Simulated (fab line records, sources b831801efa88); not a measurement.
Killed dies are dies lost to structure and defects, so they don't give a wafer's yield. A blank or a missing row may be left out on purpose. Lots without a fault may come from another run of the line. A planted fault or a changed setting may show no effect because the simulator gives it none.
fab line records | flow sky130
record lots=6 wafers=18 last_day=50
route steps=708 shown VIA3@582 PAD_OPEN@708
lots that met no fault: from a run of the same line without faults
start_h: hours from the record's first day to the start of the lot's first wafer shown | wait_h: hours since the lot's step before | " the same as in the row above | L1.1+2: a row that stands for several wafers | - no value, or no start given | * or withheld: withheld | < > ~ a bound
route shown NAME@n: a module of which the file shows steps, and the number in the route of the first | usual: mean/standard deviation of fault-free wafers | same: alike in all rows | chamber/n: place in a boat | sites: the reading at each site | _std_site: their standard deviation | _edge_site: outer sites' mean less inner sites' | radius_mm: how far each site lies from the wafer's centre | mask NAME#n: copy n | behind: the tool/chamber that last shaped the wafer | hold: why the lot was held/for how many hours/how that ended | device: the transistor (n, p or np) that didn't switch | end of line: the same wafers' tests at the end of the route | a step without rows: its recipe alone | killed: dies lost to structure and defects at the first sort, not the wafer's yield | map: a wafer's dies, x killed, . not, _ none there
set.NAME: the setting as run; set.NAME@STEP: as run at that earlier step | model.NAME: the simulator's own value behind a step, which no gauge read
lots at some steps of the route; a table a step, a row a wafer
services: from which hour (start_h, from the record's first day; less than 0 if before it) a tool's chamber was out of use, for how many hours, and why
## steps
# step SKY_VIA3_EXPOSE_09
# recipe mask_id=VIM3 na=0.8 source_shape=annular sigma_inner=0.55 sigma_outer=0.85 target_cd_nm=200 dose_mj=38
# step SKY_VIA3_PEB_10
# recipe peb_temp_c=withheld peb_time_s=withheld resist=KrF-thick
# step SKY_VIA3_DEVELOP_11
# recipe develop_time_s=60 resist=KrF-thick dev_temp_c=21
# step SKY_VIA3_CD_MEAS_12
# recipe target_cd_nm=200
# usual cd_nm=199.9/1.5
# columns lot.wafer tool chamber start_h wait_h cd_nm
L231.3 cd_sem-02 - 926.92 - 200.1
L231.4 " - " " 200.9
L231.6 " - " " 201.1
L233.1 cd_sem-02 - 945.68 - 199.6
L233.2 " - " " 200.3
L233.4 " - " " 200.4
L240.1 cd_sem-01 - 991.48 - 200.6
L240.4 " - " " 201.1
L240.6 " - " " 201.0
L242.1 cd_sem-02 - 1011.07 - 199.9
L242.2 " - " " 200.1
L242.5 " - " " 198.6
L253.3 cd_sem-01 - 1076.42 - 200.1
L253.5 " - " " 200.6
L253.6 " - " " 202.6
L254.2 cd_sem-01 - 1088.94 - 201.0
L254.3 " - " " 199.7
L254.5 " - " " 200.3
# step SKY_VIA3_OVL_MEAS_13
# usual VIA3_OVL=0/5
# columns lot.wafer tool chamber start_h wait_h VIA3_OVL[nm]
L231.3 overlay-02 - 927.01 0.1 -5
L231.4 " - " " -9
L231.6 " - " " -8
L233.1 overlay-01 - 945.80 0.1 3
L233.2 " - " " 6
L233.4 " - " " 4
L240.1 overlay-01 - 991.60 0.1 2
L240.4 " - " " 3
L240.6 " - " " 9
L242.1 overlay-02 - 1011.19 0.1 -1
L242.2 " - " " 3
L242.5 " - " " 6
L253.3 overlay-01 - 1076.51 0.1 4
L253.5 " - " " 5
L253.6 " - " " -5
L254.2 overlay-02 - 1089.04 0.1 0
L254.3 " - " " -6
L254.5 " - " " -8
# step SKY_VIA3_ETCH_14
# recipe chemistry=N2/H2 target=BARC ion_energy_ev=200 source_w=500 bias_w=100 pressure_mtorr=30 n2_flow_sccm=100 h2_flow_sccm=200 stop_on=SiO2 time_s=45.9 target_depth_a=600
# usual drypump_motor_current_A=5.7/0.41 oes_product_au=0.854/0.0049 throttle_valve_pct=13.224/0.0092
# columns lot.wafer tool chamber start_h wait_h drypump_motor_current_A oes_product_au rf_hours_counter_h throttle_valve_pct
L231.3 rie_diel-03 1 927.04 0.0 4.9 0.860 8 13.228
L231.4 " 2 " " 5.9 0.854 4 13.238
L231.6 " 0 " " 5.9 0.858 - 13.228
L233.1 rie_diel-04 2 945.84 0.0 6.2 0.855 6 13.206
L233.2 " 1 " " 5.0 0.848 25 13.239
L233.4 " 1 " " 5.0 0.858 - 13.213
L240.1 rie_diel-03 0 991.64 0.0 6.0 0.859 13 13.221
L240.4 " 3 " " 5.5 0.856 21 13.234
L240.6 " 1 " " 5.0 0.855 - 13.242
L242.1 rie_diel-03 3 1011.22 0.0 5.4 0.856 22 13.236
L242.2 " 2 " " 5.9 0.856 6 13.205
L242.5 " 2 " " 5.9 0.855 - 13.223
L253.3 rie_diel-04 3 1076.53 0.0 5.9 0.850 18 13.240
L253.5 " 0 " " 6.0 0.861 - 13.215
L253.6 " 1 " " 5.0 0.847 - 13.232
L254.2 rie_diel-03 1 1089.07 0.0 5.0 0.856 13 13.219
L254.3 " 0 " " 5.9 0.861 16 13.229
L254.5 " 2 " " 5.9 0.852 - 13.228
# step SKY_VIA3_ETCH_15
# recipe target=SiO2 chemistry=C4F8/O2/Ar target_depth_nm=507 stop_on=TiN mask_material=KrF-thick source_w=1500 bias_w=1200 pressure_mtorr=40 c4f8_flow_sccm=withheld O2_flow_sccm=6 Ar_flow_sccm=300 time_s=78
# usual oes_product_au=0.946/0.0045
# columns lot.wafer tool chamber start_h wait_h oes_product_au rf_hours_counter_h
L231.3 rie_diel-03 1 927.08 0.0 0.950 8
L231.4 " 2 " " 0.940 4
L231.6 " 0 " " 0.939 -
L233.1 rie_diel-04 2 945.90 0.0 0.942 6
L233.2 " 1 " " 0.947 25
L233.4 " 1 " " 0.940 -
L240.1 rie_diel-03 0 991.68 0.0 0.948 13
L240.4 " 3 " " 0.951 21
L240.6 " 1 " " 0.956 -
L242.1 rie_diel-03 3 1011.26 0.0 0.939 22
L242.2 " 2 " " 0.951 6
L242.5 " 2 " " 0.949 -
L253.3 rie_diel-04 3 1076.57 0.0 0.948 18
L253.5 " 0 " " 0.946 -
L253.6 " 1 " " 0.944 -
L254.2 rie_diel-03 1 1089.12 0.0 0.945 13
L254.3 " 0 " " 0.944 16
L254.5 " 2 " " 0.943 -
# step SKY_VIA3_STRIP_16
# recipe chemistry=O2/N2 power_w=1400 pressure_mtorr=1500 platen_temp_c=withheld o2_flow_sccm=3000 n2_flow_sccm=300 overash_fraction=0.5
# usual drypump_motor_current_A=5.75/0.19 oes_product_au=0.403/0.0039 strip_time_to_endpoint_s=4.15/0.032
# columns lot.wafer tool chamber start_h wait_h drypump_motor_current_A oes_product_au rf_hours_counter_h strip_time_to_endpoint_s
L231.3 plasma_asher-01 1 927.17 0.1 5.66 0.402 - 4.12
L231.4 " 0 " " 5.64 0.402 - 4.09
L231.6 " 0 " " 5.63 0.406 - 4.17
L233.1 plasma_asher-04 0 945.99 0.1 5.59 0.406 52 4.14
L233.2 " 1 " " 5.90 0.402 52 4.16
L233.4 " 0 " " 5.60 0.401 - 4.17
L240.1 plasma_asher-01 1 991.74 0.0 5.62 0.410 25 4.15
L240.4 " 1 " " 5.70 0.405 - 4.18
L240.6 " 1 " " 5.65 0.404 - 4.12
L242.1 plasma_asher-01 1 1011.32 0.0 5.63 0.402 27 4.16
L242.2 " 0 " " 5.64 0.399 27 4.09
L242.5 " 1 " " 5.62 0.401 - 4.07
L253.3 plasma_asher-04 1 1076.67 0.1 5.88 0.406 - 4.14
L253.5 " 1 " " 5.87 0.405 - 4.13
L253.6 " 0 " " 5.57 0.397 - 4.14
L254.2 plasma_asher-04 1 1089.18 0.0 5.92 0.407 67 4.17
L254.3 " 0 " " 5.57 0.400 - 4.18
L254.5 " 0 " " 5.58 0.396 - 4.11
# step SKY_VIA3_STRIP_17
# recipe chemistry=post_etch_residue_remover time_s=1200 temp_c=72.5
# step SKY_VIA3_CLEAN_18
# recipe chemistry=IPA time_s=180 temp_c=25
# step SKY_VIA3_CLEAN_19
# recipe chemistry=O3/DIW dry=n2_spin
# step SKY_VIA3_SPUTTER_20
# recipe material=TiN target_thk_nm=20 chamber_pressure_pa=5 power_w=4000 time_s=80
# usual throttle_valve_pct=29.8/1.1
# columns lot.wafer tool chamber start_h wait_h throttle_valve_pct
L231.3 pvd_sputter-03 - 927.73 0.0 29.2
L231.4 " - " " 30.6
L231.6 " - " " 30.7
L233.1 pvd_sputter-02 - 946.61 0.0 29.8
L233.2 " - " " 29.3
L233.4 " - " " 28.7
L240.1 pvd_sputter-03 - 992.37 0.0 29.4
L240.4 " - " " 31.3
L240.6 " - " " 30.9
L242.1 pvd_sputter-02 - 1012.13 0.0 27.9
L242.2 " - " " 29.2
L242.5 " - " " 27.9
L253.3 pvd_sputter-02 - 1077.22 0.0 29.0
L253.5 " - " " 29.0
L253.6 " - " " 29.3
L254.2 pvd_sputter-02 - 1089.77 0.0 27.9
L254.3 " - " " 29.3
L254.5 " - " " 29.4
# step SKY_VIA3_CVD_21
# recipe material=W target_thk_nm=390 time_s=117.31 temp_c=400 pressure_torr=40
# usual chamber_pressure_Torr=40.01/0.086 heater_power_w=790/73 susceptor_temp_C=400.04/0.2
# columns lot.wafer tool chamber start_h wait_h chamber_pressure_Torr heater_power_w susceptor_temp_C model.W_of_VIA3_CVD_21.thk_nm
L231.3 cvd_w-02 1 927.84 0.1 39.96 900 399.87 386.9
L231.4 " 0 " " 40.04 686 400.19 384.8
L231.6 " 0 " " 40.08 689 400.02 385.1
L233.1 cvd_w-02 0 946.67 0.0 40.11 688 399.70 386.6
L233.2 " 1 " " 39.95 870 400.12 399.8
L233.4 " 1 " " 39.89 891 399.74 401.2
L240.1 cvd_w-01 0 992.44 0.0 39.96 765 400.20 393
L240.4 " 1 " " 40.04 790 400.06 389
L240.6 " 0 " " 40.03 765 400.15 396.1
L242.1 cvd_w-02 0 1012.19 0.0 40.02 693 400.20 385.4
L242.2 " 1 " " 39.92 880 400.07 398.7
L242.5 " 0 " " 39.91 703 400.04 387
L253.3 cvd_w-02 1 1077.33 0.1 33.96 873 400.09 364.1
L253.5 " 0 " " 33.99 710 400.05 348.4
L253.6 " 1 " " 34.02 877 399.78 364.7
L254.2 cvd_w-02 1 1089.83 0.0 34.14 889 399.82 365.7
L254.3 " 1 " " 34.22 886 399.88 370.1
L254.5 " 0 " " 33.95 706 400.21 351.7
# step SKY_VIA3_RS_MEAS_22
# recipe thk_meas_gauge=four-point-probe reads=W_of_VIA3_CVD_21+TiN_of_VIA3_SPUTTER_20
# usual VIA3_W_RS=0.294/0.0051
# columns lot.wafer tool chamber start_h wait_h VIA3_W_RS[ohm/sq]
L231.3 film_metro-01 - 927.96 0.1 0.296
L231.4 " - " " 0.298
L231.6 " - " " 0.298
L233.1 film_metro-01 - 946.80 0.1 0.297
L233.2 " - " " 0.287
L233.4 " - " " 0.286
L240.1 film_metro-01 - 992.56 0.1 0.292
L240.4 " - " " 0.294
L240.6 " - " " 0.290
L242.1 film_metro-02 - 1012.32 0.1 0.297
L242.2 " - " " 0.288
L242.5 " - " " 0.296
L253.3 film_metro-04 - 1077.45 0.1 0.316
L253.5 " - " " 0.330
L253.6 " - " " 0.315
L254.2 film_metro-04 - 1089.97 0.1 0.314
L254.3 " - " " 0.310
L254.5 " - " " 0.328
# step SKY_VIA3_THK_MEAS_23
# recipe thk_meas_gauge=xrf reads=W_of_VIA3_CVD_21
# usual VIA3_W_THK=398/7.7
# columns lot.wafer tool chamber start_h wait_h VIA3_W_THK[nm]
L231.3 film_metro-01 - 928.06 0.1 398
L231.4 " - " " 395
L231.6 " - " " 394
L233.1 film_metro-01 - 946.92 0.1 397
L233.2 " - " " 409
L233.4 " - " " 413
L240.1 film_metro-01 - 992.68 0.1 405
L240.4 " - " " 397
L240.6 " - " " 407
L242.1 film_metro-02 - 1012.44 0.1 389
L242.2 " - " " 400
L242.5 " - " " 388
L253.3 film_metro-04 - 1077.55 0.1 366
L253.5 " - " " 350
L253.6 " - " " 368
L254.2 film_metro-04 - 1090.08 0.1 371
L254.3 " - " " 377
L254.5 " - " " 359
# step SKY_VIA3_CMP_24
# recipe stop_on=SiO2 t_overpolish_s=20 down_force_psi=3.5 platen_rpm=60 target_thk_nm=0 pad_velocity_m_s=0.94248
# usual motor_current_A=11.1/0.79
# columns lot.wafer tool chamber start_h wait_h motor_current_A
L231.4 cmp-01 3 928.10 0.0 10.9
L231.3 " 2 " " 11.8
L231.6 " 3 " " 11.6
L233.4 cmp-01 0 946.98 0.0 12.4
L233.2 " 2 " " 11.7
L233.1 " 3 " " 10.4
L240.4 cmp-02 0 992.74 0.0 11.4
L240.1 " 2 " " 10.7
L240.6 " 0 " " 11.2
L242.1 cmp-01 0 1012.55 0.1 12.2
L242.2 " 2 " " 10.9
L242.5 " 0 " " 12.6
L253.3 cmp-02 2 1077.77 0.2 10.9
L253.6 " 3 " " 10.0
L253.5 " 0 " " 10.8
L254.2 cmp-01 3 1090.13 0.0 10.8
L254.3 " 1 " " 10.4
L254.5 " 3 " " 11.1
# step SKY_PAD_OPEN_PROBE_99
# usual defect_limited_yield=82.7/1.9 killed_at_M0_to_M3=43/7.3 killed_at_M4_up=3.1/1.7 killed_at_contacts=25/5.3 killed_at_front_end=14/4.1 killed_at_other=0.3/0.56 killed_dies=85/9.4 killed_open=46/7.4 killed_short=38/5.8 sort_bin_3_pad_short=0.8/0.4 sort_bin_5_function=10.2/1.5 sort_bin_6_memory=6.2/1.2 sort_n_pass=407/9.4 sort_yield_pct=82.7/1.9
# same gross_dies=492 killed_at_back_side=0 sort_bin_4_leakage[%]=0 sort_bin_8_speed[%]=0
# columns lot.wafer tool chamber start_h wait_h defect_limited_yield[%] killed_at_M0_to_M3 killed_at_M4_up killed_at_contacts killed_at_front_end killed_at_other killed_dies killed_open killed_short sort_bin_3_pad_short[%] sort_bin_5_function[%] sort_bin_6_memory[%] sort_n_pass sort_yield_pct[%]
L233.1 prober-01 - 1090.71 0.1 80.7 54 2 29 10 0 95 55 40 0.6 11.8 6.9 397 80.7
L233.2 prober-01 - 1090.76 0.1 82.9 37 6 26 15 0 84 45 38 1.6 7.7 7.7 408 82.9
L233.4 prober-01 - 1090.86 0.2 80.9 54 1 24 15 0 94 50 43 0.8 12.4 5.9 398 80.9
L240.1 prober-02 - 1131.04 0.1 83.7 41 2 27 10 0 80 37 43 1.0 8.3 6.9 412 83.7
L240.4 prober-02 - 1131.19 0.2 82.9 49 6 17 12 0 84 40 44 1.0 10.8 5.3 408 82.9
L240.6 prober-02 - 1131.29 0.2 83.9 43 1 27 8 0 79 46 33 0.8 11.0 4.3 413 83.9
# killed by level:class
L233.1 VIA1:geometric_particle:open=15 CONTACT:geometric_particle:open=14 METAL2:geometric_particle:short=8 VIA2:geometric_particle:open=7 LI_CONTACT:geometric_particle:open=6 VIA1:geometric_particle:short=6 METAL1:geometric_particle:short=5 FIELD_ISO:geometric_particle:open=4
L233.2 VIA1:geometric_particle:open=14 LI_CONTACT:geometric_particle:open=9 CONTACT:geometric_particle:short=8 FIELD_ISO:geometric_particle:open=5 CONTACT:geometric_particle:open=5 METAL1:geometric_particle:short=5 POLY_GATE:geometric_particle:short=4 VIA1:geometric_particle:short=4
L233.4 VIA1:geometric_particle:open=14 CONTACT:geometric_particle:open=11 VIA1:geometric_particle:short=7 VIA2:geometric_particle:open=7 POLY_GATE:geometric_particle:short=6 CONTACT:geometric_particle:short=6 METAL1:geometric_particle:short=6 VIA2:geometric_particle:short=4
L240.1 VIA2:geometric_particle:open=10 VIA3:geometric_particle:open=8 LI_CONTACT:geometric_particle:open=6 CONTACT:geometric_particle:open=6 CONTACT:geometric_particle:short=6 METAL1:geometric_particle:short=5 POLY_GATE:geometric_particle:short=4 LI_CONTACT:geometric_particle:short=4
L240.4 METAL1:geometric_particle:short=10 METAL3:geometric_particle:short=6 VIA2:geometric_particle:open=6 VIA3:geometric_particle:open=6 LI_CONTACT:geometric_particle:open=5 CONTACT:geometric_particle:open=5 VIA1:geometric_particle:short=5 VIA1:geometric_particle:open=5
L240.6 METAL1:geometric_particle:short=10 LI_CONTACT:geometric_particle:open=9 CONTACT:geometric_particle:open=7 LOCAL_INTERCONNECT:geometric_particle:short=7 VIA3:geometric_particle:open=7 VIA1:geometric_particle:open=5 VIA2:geometric_particle:open=5 FIELD_ISO:geometric_particle:open=4
## services
# columns tool chamber start_h hours kind
cvd_w-02 - 904.00 14.0 pm
cvd_w-02 0 904.00 14.0 vent_cycle
cvd_w-02 1 904.00 14.0 vent_cycle
cmp-02 - 913.47 4.0 pm
cmp-01 - 915.26 5.1 repair
cvd_w-02 0 918.00 - clean
cvd_w-02 1 918.00 - clean
cmp-02 - 920.47 6.3 pm
pvd_sputter-02 0 923.70 - consumable_replace:kit
pvd_sputter-02 0 923.70 18.0 scheduled_down
cvd_w-01 - 925.99 6.0 pm
rie_diel-03 3 931.70 5.5 repair
rie_diel-04 0 937.20 15.7 repair
cvd_w-02 1 943.08 - calibration
rie_diel-04 3 944.74 5.1 repair
cmp-01 - 951.11 1.2 repair
rie_diel-04 3 957.27 6.1 repair
cvd_w-02 - 1013.48 1.1 repair
cmp-01 - 1017.35 0.9 repair
plasma_asher-01 - 1024.29 0.7 repair
plasma_asher-04 - 1039.48 3.6 repair
cmp-01 - 1052.90 5.4 repair
cvd_w-02 - 1058.60 2.8 pm
cmp-01 - 1084.11 4.0 pm
## key
first_sign step=SKY_VIA3_CVD_21 reading=chamber_pressure_Torr direction=down sigmas=70 usual=40.01 struck=34.05
effect step=SKY_VIA3_RS_MEAS_22 reading=VIA3_W_RS direction=up sigmas=4.9 usual=0.294 struck=0.319
effect step=SKY_VIA3_THK_MEAS_23 reading=VIA3_W_THK direction=down sigmas=4.2 usual=398 struck=365
model_effect step=SKY_VIA3_CVD_21 value=W_of_VIA3_CVD_21.thk_nm without=391.2 struck=360.8
met_at SKY_VIA3_CVD_21
struck_wafers L253.3,L253.5,L253.6,L254.2,L254.3,L254.5
onset_between 1012.19 1077.33
fault kind=process_parameter_drift tool=cvd_w-02 chamber=- onset_h=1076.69 steps=SKY_VIA3_CVD_21 channel=pressure_torr offset=-5.9394 shape=step end_h=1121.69 acts_in=these_recipes_only stated=40
